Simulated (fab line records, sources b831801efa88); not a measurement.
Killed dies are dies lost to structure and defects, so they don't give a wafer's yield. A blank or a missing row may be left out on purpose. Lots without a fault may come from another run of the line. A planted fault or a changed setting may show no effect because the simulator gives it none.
fab line records | flow sky130
record lots=6 wafers=14 last_day=50
route steps=708 shown VIA2@527 METAL3@532 CAPM@537 PAD_OPEN@708
lots that met no fault: from a run of the same line without faults
start_h: hours from the record's first day to the start of the lot's first wafer shown | wait_h: hours since the lot's step before | " the same as in the row above | L1.1+2: a row that stands for several wafers | - no value, or no start given | * or withheld: withheld | < > ~ a bound
route shown NAME@n: a module of which the file shows steps, and the number in the route of the first | usual: mean/standard deviation of fault-free wafers | same: alike in all rows | chamber/n: place in a boat | sites: the reading at each site | _std_site: their standard deviation | _edge_site: outer sites' mean less inner sites' | radius_mm: how far each site lies from the wafer's centre | mask NAME#n: copy n | behind: the tool/chamber that last shaped the wafer | hold: why the lot was held/for how many hours/how that ended | device: the transistor (n, p or np) that didn't switch | end of line: the same wafers' tests at the end of the route | a step without rows: its recipe alone | killed: dies lost to structure and defects at the first sort, not the wafer's yield | map: a wafer's dies, x killed, . not, _ none there
set.NAME: the setting as run; set.NAME@STEP: as run at that earlier step | model.NAME: the simulator's own value behind a step, which no gauge read
lots at some steps of the route; a table a step, a row a wafer
services: from which hour (start_h, from the record's first day; less than 0 if before it) a tool's chamber was out of use, for how many hours, and why
## steps
# step SKY_VIA2_SPUTTER_20
# recipe material=TiN target_thk_nm=20 chamber_pressure_pa=5 power_w=4000 time_s=80
# step SKY_VIA2_CVD_21
# recipe material=W target_thk_nm=420 time_s=126.4 temp_c=400 pressure_torr=40
# step SKY_VIA2_RS_MEAS_22
# recipe thk_meas_gauge=four-point-probe reads=W_of_VIA2_CVD_21+TiN_of_VIA2_SPUTTER_20
# usual VIA2_W_RS=0.273/0.0035
# columns lot.wafer tool chamber start_h wait_h VIA2_W_RS[ohm/sq]
L791.1 film_metro-02 - 864.01 0.1 0.274
L791.2 " - " " 0.273
L791.5 " - " " 0.275
L799.1 film_metro-02 - 906.10 0.1 0.273
L800.1 film_metro-04 - 917.33 0.1 0.273
L807.2 film_metro-02 - 965.13 0.1 0.270
L807.4 " - " " 0.271
L807.6 " - " " 0.271
L810.1 film_metro-01 - 981.64 0.1 0.276
L810.4 " - " " 0.273
L810.5 " - " " 0.277
L812.1 film_metro-04 - 999.15 0.1 0.273
L812.3 " - " " 0.275
L812.4 " - " " 0.273
# step SKY_VIA2_THK_MEAS_23
# recipe thk_meas_gauge=xrf reads=W_of_VIA2_CVD_21
# usual VIA2_W_THK=406/5.7
# columns lot.wafer tool chamber start_h wait_h VIA2_W_THK[nm]
L791.1 film_metro-02 - 864.13 0.1 400
L791.2 " - " " 403
L791.5 " - " " 397
L799.1 film_metro-02 - 906.22 0.1 406
L800.1 film_metro-04 - 917.45 0.1 412
L807.2 film_metro-02 - 965.24 0.1 408
L807.4 " - " " 406
L807.6 " - " " 406
L810.1 film_metro-01 - 981.76 0.1 400
L810.4 " - " " 408
L810.5 " - " " 402
L812.1 film_metro-04 - 999.27 0.1 410
L812.3 " - " " 408
L812.4 " - " " 411
# step SKY_VIA2_CMP_24
# recipe stop_on=SiO2 t_overpolish_s=18.53 down_force_psi=3.5 platen_rpm=60 target_thk_nm=0 pad_velocity_m_s=0.94248
# usual motor_current_A=11.1/1.3 overpolish_run_s=18.530/0.01 time_to_endpoint_s=102/5.6
# columns lot.wafer tool chamber start_h wait_h motor_current_A overpolish_run_s time_to_endpoint_s
L791.1 cmp-01 1 864.19 0.1 12.9 18.539 117
L791.2 " 2 " " 10.0 18.529 107
L791.5 " 1 " " 12.5 18.524 108
L799.1 cmp-01 3 906.43 0.2 9.1 18.523 95
L800.1 cmp-01 1 917.67 0.2 11.9 18.522 110
L807.2 cmp-02 1 965.29 0.0 12.7 18.523 100
L807.4 " 2 " " 10.6 18.529 104
L807.6 " 2 " " 10.9 18.536 105
L810.4 cmp-01 0 981.87 0.1 13.2 18.538 103
L810.1 " 1 " " 11.9 18.535 114
L810.5 " 0 " " 12.7 18.527 103
L812.1 cmp-02 2 999.33 0.1 10.4 18.535 100
L812.4 " 0 " " 10.7 18.526 92
L812.3 " 1 " " 11.7 18.525 95
# step SKY_METAL3_SPUTTER_00
# recipe material=Ti target_thk_nm=15 power_w=3000 time_s=10 chamber_pressure_pa=0.4
# usual cathode_dc_power_W=2999.9/0.58 throttle_valve_pct=30.2/1.2
# columns lot.wafer tool chamber start_h wait_h cathode_dc_power_W throttle_valve_pct
L791.1 pvd_sputter-03 - 864.49 0.2 3000.4 32.2
L791.2 " - " " 3000.2 31.4
L791.5 " - " " 2999.3 28.6
L799.1 pvd_sputter-04 - 906.58 0.1 3000.4 30.7
L800.1 pvd_sputter-02 - 917.82 0.1 2999.7 28.6
L807.2 pvd_sputter-03 - 965.59 0.2 3000.6 31.9
L807.4 " - " " 2999.9 29.0
L807.6 " - " " 3000.7 29.2
L810.1 pvd_sputter-02 - 982.12 0.1 3000.2 29.8
L810.4 " - " " 3000.3 28.5
L810.5 " - " " 2999.8 31.1
L812.1 pvd_sputter-04 - 999.63 0.2 3000.4 30.6
L812.3 " - " " 3000.4 29.4
L812.4 " - " " 2998.7 30.0
# step SKY_METAL3_SPUTTER_01
# recipe material=TiN target_thk_nm=20 power_w=6500 time_s=16.7 chamber_pressure_pa=0.4
# step SKY_METAL3_SPUTTER_02
# recipe material=AlCu target_thk_nm=735 power_w=10600 time_s=39.1 chamber_pressure_pa=0.4
# step SKY_METAL3_SPUTTER_03
# recipe material=Ti target_thk_nm=5 power_w=3000 time_s=3.3 chamber_pressure_pa=0.4
# step SKY_METAL3_SPUTTER_04
# recipe material=TiN target_thk_nm=70 power_w=6500 time_s=58.3 chamber_pressure_pa=0.4
# step SKY_CAPM_CVD_00
# recipe material=SiO2 target_thk_nm=15.5 temp_c=400 time_s=withheld rf_w=450
# step SKY_CAPM_THK_MEAS_01
# recipe reads=SiO2_of_CAPM_CVD_00
# usual CAPM_CVD_00_THK=15.57/0.29
# columns lot.wafer tool chamber start_h wait_h CAPM_CVD_00_THK[nm]
L791.1 film_metro-03 - 864.67 - 15.43
L791.2 " - " " 15.21
L791.5 " - " " 15.42
L799.1 film_metro-02 - 906.75 - 15.51
L800.1 film_metro-02 - 917.99 - 15.14
L807.2 film_metro-02 - 965.77 - 15.03
L807.4 " - " " 15.82
L807.6 " - " " 15.36
L810.1 film_metro-02 - 982.29 - 15.05
L810.4 " - " " 15.39
L810.5 " - " " 15.50
L812.1 film_metro-03 - 999.81 - 15.38
L812.3 " - " " 15.12
L812.4 " - " " 15.64
# step SKY_CAPM_SPUTTER_02
# recipe material=TiN target_thk_nm=200 temp_c=300 power_w=6500 time_s=166.7 chamber_pressure_pa=0.4
# usual cathode_dc_power_W=6499.7/1.1 susceptor_temp_C=299.99/0.19 throttle_valve_pct=30.1/1.1
# columns lot.wafer tool chamber start_h wait_h cathode_dc_power_W susceptor_temp_C throttle_valve_pct model.TiN_of_CAPM_SPUTTER_02.thk_nm
L791.1 pvd_sputter-01 - 864.73 0.1 6499.2 299.71 28.5 195
L791.2 " - " " 6499.3 299.84 32.1 200.5
L791.5 " - " " 6500.6 300.04 32.1 199.2
L799.1 pvd_sputter-01 - 906.81 0.1 6199.6 299.92 29.5 186.9
L800.1 pvd_sputter-01 - 918.05 0.1 6201.7 300.47 29.8 187.5
L807.2 pvd_sputter-02 - 965.82 0.0 6500.9 299.85 31.0 200.8
L807.4 " - " " 6499.9 300.30 28.8 198.2
L807.6 " - " " 6500.6 299.72 30.9 198.8
L810.1 pvd_sputter-04 - 982.35 0.1 6499.5 299.94 29.9 198.1
L810.4 " - " " 6498.1 300.18 29.5 201.1
L810.5 " - " " 6500.2 300.12 29.1 200.2
L812.1 pvd_sputter-02 - 999.87 0.1 6501.0 299.79 28.5 198.7
L812.3 " - " " 6499.1 300.13 31.2 199.6
L812.4 " - " " 6498.3 299.81 30.2 199
# step SKY_CAPM_RS_MEAS_03
# recipe thk_meas_gauge=four-point-probe reads=TiN_of_CAPM_SPUTTER_02
# usual CAPM_TIN_RS=6.95/0.084
# columns lot.wafer tool chamber start_h wait_h CAPM_TIN_RS[ohm/sq]
L791.1 film_metro-01 - 864.84 0.1 7.10
L791.2 " - " " 6.90
L791.5 " - " " 6.95
L799.1 film_metro-01 - 906.92 0.1 7.44
L800.1 film_metro-01 - 918.16 0.1 7.40
L807.2 film_metro-01 - 965.95 0.1 6.89
L807.4 " - " " 6.99
L807.6 " - " " 6.95
L810.1 film_metro-03 - 982.46 0.1 6.99
L810.4 " - " " 6.88
L810.5 " - " " 6.90
L812.1 film_metro-01 - 999.98 0.1 6.97
L812.3 " - " " 6.93
L812.4 " - " " 6.94
# step SKY_CAPM_THK_MEAS_04
# recipe thk_meas_gauge=xrf reads=TiN_of_CAPM_SPUTTER_02
# usual CAPM_TIN_THK=197.0/2.6
# columns lot.wafer tool chamber start_h wait_h CAPM_TIN_THK[nm]
L791.1 film_metro-01 - 864.96 0.1 192.2
L791.2 " - " " 198.3
L791.5 " - " " 197.1
L799.1 film_metro-01 - 907.04 0.1 184.2
L800.1 film_metro-01 - 918.28 0.1 184.8
L807.2 film_metro-01 - 966.06 0.1 198.6
L807.4 " - " " 195.4
L807.6 " - " " 196.6
L810.1 film_metro-03 - 982.58 0.1 197.2
L810.4 " - " " 199.3
L810.5 " - " " 198.3
L812.1 film_metro-01 - 1000.10 0.1 196.3
L812.3 " - " " 197.3
L812.4 " - " " 197.2
# step SKY_CAPM_DEHYDRATE_05
# recipe temp_c=200 time_s=60
# step SKY_CAPM_HMDS_06
# recipe prime_time_s=60 prime_temp_c=120
# step SKY_CAPM_COAT_07
# recipe resist=NOVOLAK spin_rpm=3000 resist_thk_nm=1140
# step SKY_CAPM_SOFTBAKE_08
# recipe temp_c=90 time_s=60 resist=NOVOLAK
# step SKY_CAPM_EXPOSE_09
# recipe mask_id=CAPM na=0.6 source_shape=conventional sigma_outer=0.6 polarization=unpolarized target_cd_nm=1000 dose_mj=159
# step SKY_CAPM_PEB_10
# recipe temp_c=withheld time_s=* resist=NOVOLAK
# step SKY_CAPM_DEVELOP_11
# recipe resist=NOVOLAK developer=TMAH develop_time_s=60 dev_temp_c=23
# step SKY_CAPM_OVL_MEAS_12
# usual CAPM_OVL=1.1/1.6
# columns lot.wafer tool chamber start_h wait_h CAPM_OVL[nm]
L791.1 overlay-02 - 890.34 0.1 0.8
L791.2 " - " " -0.2
L791.5 " - " " -0.7
L799.1 overlay-02 - 932.09 0.1 0.4
L800.1 overlay-02 - 942.86 0.1 -0.1
L807.2 overlay-02 - 989.81 0.1 1.1
L807.4 " - " " 0.5
L807.6 " - " " 2.2
L810.1 overlay-02 - 1005.91 0.1 4.3
L810.4 " - " " 2.6
L810.5 " - " " 2.6
L812.1 overlay-02 - 1022.76 0.1 0.1
L812.3 " - " " 1.9
L812.4 " - " " 1.6
# step SKY_CAPM_METAL_ETCH_13
# recipe target_depth_nm=220 stop_on=SiO2 chemistry=Cl2/BCl3 target=TiN pressure_mtorr=10 icp_w=900 bias_w=48.5 Cl2_flow_sccm=60 bcl3_flow_sccm=30 time_s=62.9
# usual drypump_motor_current_A=5.2/0.39 oes_product_au=0.937/0.0083 throttle_valve_pct=21.904/0.0094
# columns lot.wafer tool chamber start_h wait_h drypump_motor_current_A oes_product_au rf_hours_counter_h throttle_valve_pct model.CAPM.feature_depth_nm model.etch.depth_nm
L791.1 rie_metal-01 0 890.38 0.0 5.0 0.918 8 21.920 195 195
L791.2 " 1 " " 5.6 0.938 11 21.888 200.5 200.5
L791.5 " 0 " " 5.0 0.942 - 21.905 199.2 199.2
L799.1 rie_metal-01 1 932.13 0.0 5.6 0.904 13 21.924 186.9 186.9
L800.1 rie_metal-04 0 942.89 0.0 4.7 0.901 5 21.928 187.5 187.5
L807.2 rie_metal-04 1 989.84 0.0 5.2 0.942 16 21.909 200.8 200.8
L807.4 " 0 " " 4.7 0.939 - 21.907 198.2 198.2
L807.6 " 0 " " 4.7 0.947 - 21.909 198.8 198.8
L810.1 rie_metal-01 0 1005.95 0.0 5.0 0.940 14 21.906 198.1 198.1
L810.4 " 0 " " 5.0 0.940 - 21.897 201.1 201.1
L810.5 " 0 " " 5.0 0.944 - 21.908 200.2 200.2
L812.1 rie_metal-04 0 1022.79 0.0 4.7 0.937 9 21.916 198.7 198.7
L812.3 " 0 " " 4.7 0.941 - 21.908 199.6 199.6
L812.4 " 1 " " 5.2 0.948 - 21.896 199 199
# step SKY_CAPM_STRIP_14
# recipe chemistry=O2/N2 power_w=1400 pressure_mtorr=1500 platen_temp_c=withheld o2_flow_sccm=3000 n2_flow_sccm=300 overash_fraction=0.5
# step SKY_CAPM_STRIP_15
# recipe chemistry=post_etch_residue_remover time_s=1200 temp_c=72.5
# step SKY_CAPM_CLEAN_16
# recipe chemistry=IPA time_s=180 temp_c=25
# step SKY_CAPM_CLEAN_17
# recipe chemistry=O3/DIW dry=n2_spin
# step SKY_METAL3_DEHYDRATE_05
# recipe temp_c=200 time_s=60
# step SKY_METAL3_HMDS_06
# recipe prime_time_s=60 prime_temp_c=120
# step SKY_METAL3_COAT_07
# recipe resist=BARC temp_c=withheld time_s=withheld spin_rpm=3000 resist_thk_nm=60
# step SKY_METAL3_COAT_08
# recipe resist=KrF-thick spin_rpm=3000 resist_thk_nm=1140
# step SKY_METAL3_SOFTBAKE_09
# recipe temp_c=100 time_s=90 resist=KrF-thick
# step SKY_METAL3_EXPOSE_10
# recipe mask_id=MM3 na=0.68 source_shape=annular sigma_inner=0.4 sigma_outer=0.8 target_cd_nm=300 dose_mj=28
# step SKY_METAL3_PEB_11
# recipe peb_temp_c=withheld peb_time_s=withheld resist=KrF-thick
# step SKY_METAL3_DEVELOP_12
# recipe develop_time_s=60 resist=KrF-thick dev_temp_c=20.23
# step SKY_METAL3_CD_MEAS_13
# recipe target_cd_nm=300
# usual cd_nm=299.7/1.3
# columns lot.wafer tool chamber start_h wait_h cd_nm
L791.1 cd_sem-01 - 916.54 - 300.3
L791.2 " - " " 299.5
L791.5 " - " " 300.1
L799.1 cd_sem-01 - 957.48 - 302.0
L800.1 cd_sem-02 - 967.52 - 299.9
L807.2 cd_sem-02 - 1014.43 - 298.1
L807.4 " - " " 300.0
L807.6 " - " " 298.6
L810.1 cd_sem-02 - 1029.11 - 297.9
L810.4 " - " " 298.8
L810.5 " - " " 298.3
L812.1 cd_sem-02 - 1045.55 - 299.9
L812.3 " - " " 300.2
L812.4 " - " " 299.5
# step SKY_METAL3_OVL_MEAS_14
# usual METAL3_OVL=5/5.3
# columns lot.wafer tool chamber start_h wait_h METAL3_OVL[nm]
L791.1 overlay-02 - 916.66 0.1 9
L791.2 " - " " 2
L791.5 " - " " 5
L799.1 overlay-02 - 957.60 0.1 10
L800.1 overlay-01 - 967.64 0.1 8
L807.2 overlay-02 - 1014.54 0.1 11
L807.4 " - " " 9
L807.6 " - " " 10
L810.1 overlay-01 - 1029.23 0.1 13
L810.4 " - " " 6
L810.5 " - " " 13
L812.1 overlay-02 - 1045.67 0.1 0
L812.3 " - " " -10
L812.4 " - " " -5
# step SKY_METAL3_DESCUM_15
# recipe chemistry=O2 source_power_w=150 bias_power_w=0 pressure_mtorr=10 temp_c=40 time_s=8
# usual drypump_motor_current_A=5.6/0.6 oes_product_au=0.992/0.011
# columns lot.wafer tool chamber start_h wait_h drypump_motor_current_A oes_product_au rf_hours_counter_h
L791.1 rie_metal-04 0 916.70 0.0 4.7 0.992 4
L791.2 " 1 " " 5.2 0.994 13
L791.5 " 0 " " 4.7 1.001 -
L799.1 rie_metal-04 1 957.64 0.0 5.2 1.003 14
L800.1 rie_metal-03 0 967.67 0.0 5.7 0.988 5
L807.2 rie_metal-03 1 1014.57 0.0 6.6 0.981 20
L807.4 " 0 " " 5.6 0.983 -
L807.6 " 0 " " 5.7 0.983 -
L810.1 rie_metal-02 0 1029.27 0.0 5.2 1.019 20
L810.4 " 1 " " 5.9 1.009 -
L810.5 " 1 " " 6.0 1.001 -
L812.1 rie_metal-04 0 1045.70 0.0 4.7 1.001 11
L812.3 " 0 " " 4.7 1.000 -
L812.4 " 1 " " 5.2 0.997 -
# step SKY_METAL3_ETCH_16
# recipe chemistry=N2/H2 target=BARC ion_energy_ev=200 bias_w=100 pressure_mtorr=30 n2_flow_sccm=100 h2_flow_sccm=200 icp_w=500 stop_on=SiO2 time_s=88.2 target_depth_a=600
# usual drypump_motor_current_A=5.6/0.61 oes_product_au=0.625/0.0047 throttle_valve_pct=13.205/0.0084
# columns lot.wafer tool chamber start_h wait_h drypump_motor_current_A oes_product_au rf_hours_counter_h throttle_valve_pct
L791.1 rie_metal-04 0 916.73 0.0 4.7 0.630 4 13.204
L791.2 " 1 " " 5.2 0.626 13 13.216
L791.5 " 0 " " 4.7 0.621 - 13.200
L799.1 rie_metal-04 1 957.67 0.0 5.2 0.624 14 13.194
L800.1 rie_metal-03 0 967.70 0.0 5.7 0.629 5 13.202
L807.2 rie_metal-03 1 1014.60 0.0 6.5 0.628 20 13.196
L807.4 " 0 " " 5.6 0.631 - 13.202
L807.6 " 0 " " 5.6 0.623 - 13.191
L810.1 rie_metal-02 0 1029.30 0.0 5.1 0.621 20 13.215
L810.4 " 1 " " 6.0 0.637 - 13.202
L810.5 " 1 " " 6.0 0.624 - 13.201
L812.1 rie_metal-04 0 1045.73 0.0 4.7 0.624 11 13.202
L812.3 " 0 " " 4.7 0.624 - 13.213
L812.4 " 1 " " 5.2 0.628 - 13.225
# step SKY_METAL3_ETCH_17
# recipe target=SiO2 stop_on=TiN chemistry=C4F8/O2/Ar source_w=1500 bias_w=1200 pressure_mtorr=40 c4f8_flow_sccm=withheld O2_flow_sccm=6 Ar_flow_sccm=300 time_s=3.9 target_depth_a=150
# step SKY_METAL3_METAL_ETCH_18
# recipe target_depth_a=8450 stop_on=SiO2 over_etch_frac=0.3 time_s=183.1 chemistry=Cl2/BCl3 resist_sidewall_deg=88 pressure_mtorr=10 icp_w=900 bias_w=48.5 Cl2_flow_sccm=60 bcl3_flow_sccm=30
# usual drypump_motor_current_A=5.5/0.59 oes_product_au=0.867/0.0068 throttle_valve_pct=22.264/0.0095
# columns lot.wafer tool chamber start_h wait_h drypump_motor_current_A oes_product_au rf_hours_counter_h throttle_valve_pct
L791.1 rie_metal-03 0 916.85 0.0 5.6 0.861 3 22.254
L791.2 " 1 " " 6.5 0.868 15 22.247
L791.5 " 1 " " 6.5 0.871 - 22.272
L799.1 rie_metal-03 1 957.79 0.0 6.6 0.876 18 22.271
L800.1 rie_metal-04 0 967.82 0.0 4.7 0.862 6 22.254
L807.2 rie_metal-02 1 1014.72 0.0 6.0 0.869 19 22.249
L807.4 " 1 " " 6.0 0.865 - 22.257
L807.6 " 0 " " 5.1 0.878 - 22.267
L810.1 rie_metal-04 1 1029.42 0.0 5.2 0.871 19 22.279
L810.4 " 1 " " 5.2 0.865 - 22.251
L810.5 " 0 " " 4.7 0.870 - 22.253
L812.1 rie_metal-03 0 1045.85 0.0 5.6 0.870 10 22.268
L812.3 " 1 " " 6.5 0.863 - 22.256
L812.4 " 0 " " 5.7 0.869 - 22.258
# step SKY_METAL3_STRIP_20
# recipe chemistry=post_etch_residue_remover time_s=1200 temp_c=72.5
# columns lot.wafer tool chamber start_h wait_h model.TiN_of_CAPM_SPUTTER_02.thk_nm
L791.1 wet_bench-04 2 917.13 0.1 194.2
L791.2 " 2 " " 199.7
L791.5 " 2 " " 198.3
L799.1 wet_bench-04 0 958.06 0.1 186.1
L800.1 wet_bench-02 2 968.10 0.1 186.6
L807.2 wet_bench-04 1 1014.99 0.1 200
L807.4 " 1 " " 197.3
L807.6 " 1 " " 197.9
L810.1 wet_bench-03 3 1029.69 0.1 197.3
L810.4 " 3 " " 200.2
L810.5 " 3 " " 199.4
L812.1 wet_bench-02 3 1046.13 0.1 197.9
L812.3 " 3 " " 198.8
L812.4 " 3 " " 198.2
# step SKY_PAD_OPEN_PROBE_99
# usual killed_at_M0_to_M3=42/6.8 killed_at_M4_up=3.4/1.8 killed_at_contacts=25/5.7 killed_at_front_end=16/4.8 killed_at_other=0.2/0.39 killed_dies=87/9.6 killed_open=47/6.9 killed_short=40/6.3
# same gross_dies=492 killed_at_back_side=0
# columns lot.wafer tool chamber start_h wait_h killed_at_M0_to_M3 killed_at_M4_up killed_at_contacts killed_at_front_end killed_at_other killed_dies killed_open killed_short
L791.1 prober-01 - 1090.91 0.1 46 3 26 9 1 85 42 43
L791.2 prober-01 - 1090.96 0.1 52 3 37 18 0 110 59 51
L791.5 prober-01 - 1091.11 0.2 36 2 27 20 0 85 47 38
L800.1 prober-02 - 1131.38 0.1 60 1 20 21 0 102 52 50
L807.2 prober-01 - 1167.18 0.1 38 4 29 6 0 77 45 32
L807.4 prober-01 - 1167.28 0.2 36 4 27 26 0 93 54 39
L807.6 prober-01 - 1167.38 0.2 45 6 26 13 1 91 42 49
L810.1 prober-02 - 1179.01 0.1 40 1 15 18 0 74 43 31
L810.4 prober-02 - 1179.16 0.2 50 3 32 15 1 101 59 42
L810.5 prober-02 - 1179.21 0.2 31 9 29 17 0 86 40 44
L812.1 prober-02 - 1189.47 0.1 47 2 29 14 0 92 49 43
L812.3 prober-02 - 1189.57 0.2 57 2 33 20 0 112 64 48
L812.4 prober-02 - 1189.62 0.2 36 2 34 17 0 89 47 42
# killed by level:class
L791.1 VIA1:geometric_particle:open=13 CONTACT:geometric_particle:short=7 LOCAL_INTERCONNECT:geometric_particle:short=6 CONTACT:geometric_particle:open=6 METAL1:geometric_particle:short=6 VIA3:geometric_particle:open=6 VIA2:geometric_particle:open=5 VIA1:geometric_particle:short=5
L791.2 VIA1:geometric_particle:open=17 CONTACT:geometric_particle:open=12 LOCAL_INTERCONNECT:geometric_particle:short=8 LI_CONTACT:geometric_particle:open=7 CONTACT:geometric_particle:short=7 METAL1:geometric_particle:short=6 FIELD_ISO:geometric_particle:short=5 VIA3:geometric_particle:open=5
L791.5 VIA1:geometric_particle:open=14 LI_CONTACT:geometric_particle:open=8 FIELD_ISO:geometric_particle:open=7 CONTACT:geometric_particle:open=7 CONTACT:geometric_particle:short=6 METAL2:geometric_particle:short=4 METAL3:geometric_particle:short=4 FIELD_ISO:geometric_particle:short=3
L800.1 VIA1:geometric_particle:open=15 METAL1:geometric_particle:short=9 VIA3:geometric_particle:open=9 CONTACT:geometric_particle:open=8 METAL2:geometric_particle:short=8 FIELD_ISO:geometric_particle:short=6 VIA2:geometric_particle:open=6 POLY_GATE:geometric_particle:open=5
L807.2 CONTACT:geometric_particle:open=15 VIA1:geometric_particle:open=7 VIA3:geometric_particle:open=7 METAL1:geometric_particle:short=6 CONTACT:geometric_particle:short=5 LI_CONTACT:geometric_particle:open=4 VIA1:geometric_particle:short=4 VIA2:geometric_particle:open=3
L807.4 FIELD_ISO:geometric_particle:open=10 LI_CONTACT:geometric_particle:open=9 CONTACT:geometric_particle:open=9 VIA1:geometric_particle:open=8 FIELD_ISO:geometric_particle:short=7 VIA3:geometric_particle:open=6 VIA1:geometric_particle:short=6 VIA2:geometric_particle:open=6
L807.6 VIA1:geometric_particle:open=11 METAL1:geometric_particle:short=10 LOCAL_INTERCONNECT:geometric_particle:short=8 LI_CONTACT:geometric_particle:open=8 VIA3:geometric_particle:open=6 LI_CONTACT:geometric_particle:short=5 FIELD_ISO:geometric_particle:open=4 CONTACT:geometric_particle:open=4
L810.1 VIA2:geometric_particle:open=9 VIA1:geometric_particle:open=8 POLY_GATE:geometric_particle:short=6 CONTACT:geometric_particle:open=6 VIA3:geometric_particle:open=5 CONTACT:geometric_particle:short=4 VIA1:geometric_particle:short=4 METAL2:geometric_particle:open=4
L810.4 LI_CONTACT:geometric_particle:open=11 CONTACT:geometric_particle:open=11 METAL1:geometric_particle:short=11 VIA3:geometric_particle:open=8 VIA1:geometric_particle:open=8 VIA2:geometric_particle:open=7 METAL2:geometric_particle:short=5 FIELD_ISO:geometric_particle:short=4
L810.5 CONTACT:geometric_particle:open=11 VIA1:geometric_particle:short=10 LI_CONTACT:geometric_particle:open=7 FIELD_ISO:geometric_particle:short=6 POLY_GATE:geometric_particle:open=4 VIA1:geometric_particle:open=4 LOCAL_INTERCONNECT:geometric_particle:short=4 METAL1:geometric_particle:short=4
L812.1 CONTACT:geometric_particle:open=16 VIA3:geometric_particle:open=10 VIA1:geometric_particle:short=7 FIELD_ISO:geometric_particle:short=6 VIA1:geometric_particle:open=6 METAL2:geometric_particle:short=6 VIA2:geometric_particle:open=5 METAL1:geometric_particle:short=5
L812.3 CONTACT:geometric_particle:open=13 VIA2:geometric_particle:open=11 VIA1:geometric_particle:open=10 LI_CONTACT:geometric_particle:open=10 METAL1:geometric_particle:short=9 VIA3:geometric_particle:open=7 POLY_GATE:geometric_particle:short=6 METAL2:geometric_particle:short=5
L812.4 LI_CONTACT:geometric_particle:open=12 CONTACT:geometric_particle:open=10 METAL1:geometric_particle:short=7 CONTACT:geometric_particle:short=6 METAL2:geometric_particle:short=6 VIA3:geometric_particle:open=5 POLY_GATE:geometric_particle:short=5 POLY_GATE:geometric_particle:open=5
## services
# columns tool chamber start_h hours kind
cmp-02 - 849.64 0.9 repair
rie_metal-02 - 850.68 2.8 pm
rie_metal-02 - 861.81 0.9 repair
rie_metal-01 1 868.39 1.6 repair
rie_metal-02 - 872.82 1.4 pm
pvd_sputter-04 - 879.10 2.1 repair
cmp-02 - 911.36 7.0 pm
cmp-02 - 918.36 5.7 pm
cmp-02 - 924.04 4.0 pm
pvd_sputter-01 - 924.37 6.0 repair
cmp-01 - 928.04 5.0 pm
pvd_sputter-02 - 931.45 1.9 repair
pvd_sputter-01 - 941.47 0.8 repair
pvd_sputter-02 - 966.21 5.3 repair
rie_metal-03 - 986.79 14.6 pm
pvd_sputter-02 1 999.98 - consumable_replace:kit
pvd_sputter-02 1 999.98 18.0 scheduled_down
pvd_sputter-02 1 999.98 18.0 vent_cycle
pvd_sputter-02 - 1003.37 0.8 repair
rie_metal-01 1 1005.90 12.0 repair
pvd_sputter-03 - 1018.12 6.7 repair
pvd_sputter-01 - 1025.49 2.4 repair
rie_metal-01 0 1033.05 18.8 repair
cmp-02 - 1044.70 1.0 repair
## key
first_sign step=SKY_CAPM_SPUTTER_02 reading=cathode_dc_power_W direction=down sigmas=99+ usual=6499.7 struck=6200.7
effect step=SKY_CAPM_RS_MEAS_03 reading=CAPM_TIN_RS direction=up sigmas=5.6 usual=6.95 struck=7.42
effect step=SKY_CAPM_THK_MEAS_04 reading=CAPM_TIN_THK direction=down sigmas=4.9 usual=197.0 struck=184.5
effect step=SKY_CAPM_METAL_ETCH_13 reading=oes_product_au direction=down sigmas=4.2 usual=0.937 struck=0.903
model_effect step=SKY_CAPM_SPUTTER_02 value=TiN_of_CAPM_SPUTTER_02.thk_nm without=196.4 struck=187.2
model_effect step=SKY_CAPM_METAL_ETCH_13 value=CAPM.feature_depth_nm without=196.4 struck=187.2
model_effect step=SKY_METAL3_STRIP_20 value=TiN_of_CAPM_SPUTTER_02.thk_nm without=195.6 struck=186.3
met_at SKY_CAPM_SPUTTER_02
struck_wafers L799.1,L800.1
sort_left_out L799.1
tester_left_out L799,L800
earlier_fault kind=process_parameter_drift tool=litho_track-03 chamber=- onset_h=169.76 steps=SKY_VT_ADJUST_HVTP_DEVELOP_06 channel=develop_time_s offset=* shape=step end_h=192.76 acts_in=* stated=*
earlier_fault kind=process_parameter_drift tool=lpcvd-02 chamber=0 onset_h=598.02 steps=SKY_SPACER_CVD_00 channel=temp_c offset=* shape=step end_h=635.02 acts_in=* stated=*
fault kind=process_parameter_drift tool=pvd_sputter-01 chamber=- onset_h=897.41 steps=SKY_CAPM_SPUTTER_02 channel=power_w offset=* shape=step acts_in=* stated=* scope=struck_wafers_only
# tester_left_out: of these lots the tester's yield and bins aren't shown, on N5 and GAA mostly nor the transistor test; their killed dies are dies lost to structure and defects alone, not to doping, threshold or leakage, so they don't give the yield
# sort_left_out: the simulated sort isn't trusted on such a fault, so these wafers' sort isn't shown, and their yield isn't known
